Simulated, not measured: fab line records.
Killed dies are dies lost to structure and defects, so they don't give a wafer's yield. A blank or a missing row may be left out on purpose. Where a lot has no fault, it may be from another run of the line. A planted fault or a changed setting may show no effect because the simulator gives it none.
What tool caused it? | flow sky130 | 15 lots, 45 wafers sampled, at 4 steps of a route of 708

== WHAT THE GAUGES READ, wafer by wafer ==
SKY_FIELD_ISO_THK_MEAS_23.
lot  | measured    | on            | FIELD_ISO_OXIDATION_01_THK (nm)
L452 | day 2 12:43 | film_metro-03 | 9.98 10.08 10.23
L453 | day 2 17:11 | film_metro-01 | 10.48 10.46 10.40
L454 | day 3 01:40 | film_metro-01 | 9.91 9.90 9.71
L455 | day 3 04:48 | film_metro-03 | 10.21 10.14 10.36
L457 | day 3 13:19 | film_metro-04 | 10.54 10.47 10.29
L458 | day 3 20:34 | film_metro-01 | 10.04 10.01 9.93
L459 | day 4 01:01 | film_metro-03 | 10.10 9.98 10.07
L461 | day 4 11:03 | film_metro-03 | 10.36 10.21 10.27
L462 | day 4 17:43 | film_metro-01 | 10.34 10.23 10.12
L463 | day 4 22:07 | film_metro-01 | 9.92 10.10 10.01
L464 | day 5 04:25 | film_metro-03 | 10.04 10.05 9.99
L469 | day 6 03:49 | film_metro-01 | 10.14 10.26 10.23
L471 | day 6 17:08 | film_metro-03 | 10.07 10.02 10.02
L472 | day 6 20:43 | film_metro-01 | 9.74 9.94 9.95
L473 | day 7 04:25 | film_metro-01 | 10.26 10.31 10.33

SKY_DNWELL_TW_MEAS_09.
lot  | measured    | on            | DNWELL_TW
L452 | day 3 10:33 | film_metro-01 | 1102 1097 1096
L453 | day 3 15:05 | film_metro-04 | 1110 1111 1115
L454 | day 3 23:16 | film_metro-02 | 1087 1086 1090
L455 | day 4 03:01 | film_metro-04 | 1125 1124 1116
L457 | day 4 11:08 | film_metro-04 | 1121 1116 1115
L458 | day 4 20:14 | film_metro-02 | 1092 1097 1101
L459 | day 4 23:01 | film_metro-02 | 1094 1090 1099
L461 | day 5 10:05 | film_metro-01 | 30 30 30
L462 | day 5 16:31 | film_metro-01 | 30 30 30
L463 | day 5 22:28 | film_metro-01 | 30 30 30
L464 | day 6 05:25 | film_metro-01 | 1100 1102 1099
L469 | day 7 04:23 | film_metro-02 | 1098 1095 1101
L471 | day 7 17:41 | film_metro-02 | 1094 1092 1093
L472 | day 7 22:07 | film_metro-02 | 1093 1095 1090
L473 | day 8 05:32 | film_metro-01 | 1101 1102 1104

== EACH LOT AND THE TOOL THAT RAN IT (in order: tool; ch and the chambers of the sampled wafers; start) ==
lot  | SKY_FIELD_ISO_ETCH_14             | SKY_DNWELL_EXPOSE_04
L452 | rie_diel-03 ch 1,2,3, day 2 10:05 | iline_stepper-01 ch 0, day 3 02:34
L453 | rie_diel-03 ch 0,2,3, day 2 15:28 | iline_stepper-01 ch 0, day 3 06:59
L454 | rie_diel-01 ch 0,1,2, day 2 23:56 | iline_stepper-01 ch 0, day 3 14:29
L455 | rie_diel-01 ch 1,2, day 3 02:50   | iline_stepper-02 ch 0, day 3 18:56
L457 | rie_diel-03 ch 0,1,2, day 3 11:34 | iline_stepper-01 ch 0, day 4 02:14
L458 | rie_diel-03 ch 2,3, day 3 18:20   | iline_stepper-01 ch 0, day 4 11:31
L459 | rie_diel-01 ch 0,1,2, day 3 22:04 | iline_stepper-01 ch 0, day 4 14:28
L461 | rie_diel-04 ch 0,2,3, day 4 09:14 | iline_stepper-01, day 5 00:50
L462 | rie_diel-04 ch 0,2,3, day 4 15:59 | iline_stepper-01, day 5 07:35
L463 | rie_diel-01 ch 1,3, day 4 19:31   | iline_stepper-02, day 5 13:10
L464 | rie_diel-04 ch 1,2,3, day 5 02:40 | iline_stepper-01 ch 0, day 5 19:55
L469 | rie_diel-03 ch 2,3, day 6 01:53   | iline_stepper-02 ch 0, day 6 19:07
L471 | rie_diel-03 ch 1,2,3, day 6 15:11 | iline_stepper-02 ch 0, day 7 07:47
L472 | rie_diel-03 ch 0,2,3, day 6 18:32 | iline_stepper-02 ch 0, day 7 11:25
L473 | rie_diel-04 ch 2,3, day 7 02:37   | iline_stepper-01 ch 0, day 7 19:46
- SKY_FIELD_ISO_ETCH_14: etches BARC in N2/H2, stops on SiO2, time 45.9 s, target depth 60 nm.
- SKY_DNWELL_EXPOSE_04: exposes mask DNM, target cd 3000 nm.

== AS READ BY THE TOOLS THEMSELVES (means over the sampled wafers that have a number; for cases with no such wafer, the mark the record gives instead) ==
SKY_FIELD_ISO_ETCH_14.
lot  | tool        | drypump_motor_current_A (A) | h2_flow_sccm (sccm) | oes_product_au (a.u.) | throttle_valve_pct (%)
L452 | rie_diel-03 | 5.7                         | 200.5               | 0.860                 | 13.231
L453 | rie_diel-03 | 6.1                         | 200.1               | 0.853                 | 13.226
L454 | rie_diel-01 | 6.1                         | 200.7               | 0.853                 | 13.233
L455 | rie_diel-01 | 5.7                         | 199.8               | 0.857                 | 13.223
L457 | rie_diel-03 | 5.7                         | 200.2               | 0.852                 | 13.224
L458 | rie_diel-03 | 6.2                         | 199.8               | 0.851                 | 13.229
L459 | rie_diel-01 | 6.1                         | 199.9               | 0.854                 | 13.234
L461 | rie_diel-04 | 5.3                         | 200.8               | 0.854                 | 13.226
L462 | rie_diel-04 | 5.3                         | 200.3               | 0.858                 | 13.221
L463 | rie_diel-01 | 5.3                         | 200.7               | 0.857                 | 13.221
L464 | rie_diel-04 | 5.4                         | 199.6               | 0.857                 | 13.225
L469 | rie_diel-03 | 6.3                         | 200.2               | 0.862                 | 13.237
L471 | rie_diel-03 | 5.7                         | 199.8               | 0.854                 | 13.221
L472 | rie_diel-03 | 6.1                         | 200.0               | 0.857                 | 13.229
L473 | rie_diel-04 | 5.2                         | 199.8               | 0.855                 | 13.228

SKY_DNWELL_EXPOSE_04.
lot  | tool             | exposure_dose_mJ_cm2 | focus_offset_nm (nm) | stage_vel_mm_s (mm/s)
L452 | iline_stepper-01 | 222.03               | -0.1                 | 499.89
L453 | iline_stepper-01 | 221.81               | 0.5                  | 499.96
L454 | iline_stepper-01 | 222.10               | 0.3                  | 500.15
L455 | iline_stepper-02 | 221.82               | 0.2                  | 499.65
L457 | iline_stepper-01 | 222.10               | -0.2                 | 500.34
L458 | iline_stepper-01 | 222.21               | -0.2                 | 499.61
L459 | iline_stepper-01 | 221.85               | 0.8                  | 500.04
L461 | iline_stepper-01 | -                    | -                    | -
L462 | iline_stepper-01 | -                    | -                    | -
L463 | iline_stepper-02 | -                    | -                    | -
L464 | iline_stepper-01 | 221.87               | -0.3                 | 500.06
L469 | iline_stepper-02 | 222.04               | -0.1                 | 500.19
L471 | iline_stepper-02 | 221.88               | -0.2                 | 500.27
L472 | iline_stepper-02 | 222.22               | -0.8                 | 500.04
L473 | iline_stepper-01 | 222.08               | 0.1                  | 499.96

== THE ANSWER, worked out from the rows above alone ==
Rule: what is usual is taken from the lots themselves. The widest of any qualifying gaps counts: lots, ordered by their means at a reading, are off when they make up no more than a third of the lots, leave a main group of 4 or more, and stand apart from it by 3 or more times the standard deviation of that group's means. A main group whose means are all the same, to the digits that the tables above print for the reading, isn't used. A lot without any number at a reading at which 4 lots or more have one is off too. All remaining lots with rows at the step are treated as sound. The gauges are gone through in route order, then the tools' own readings, and for those a lot's mean is taken as printed above. At the first step where some lot is off, the reading lying furthest off is the one used; lots without a number count as furthest.
Off: L461, L462, L463, at SKY_DNWELL_TW_MEAS_09 (DNWELL_TW). Main group: mean 1101, sd 10.
If a tool, at a process step before that reading, ran all the lots that are off and no sound lot after the first of them, it fits. The gauges at SKY_DNWELL_TW_MEAS_09 aren't tried: what is off there is off at SKY_DNWELL_EXPOSE_04 too, on other tools, and a gauge's error can't cause that. None of those tried fits.

== WHAT WAS PUT IN BY THE SIMULATOR ==
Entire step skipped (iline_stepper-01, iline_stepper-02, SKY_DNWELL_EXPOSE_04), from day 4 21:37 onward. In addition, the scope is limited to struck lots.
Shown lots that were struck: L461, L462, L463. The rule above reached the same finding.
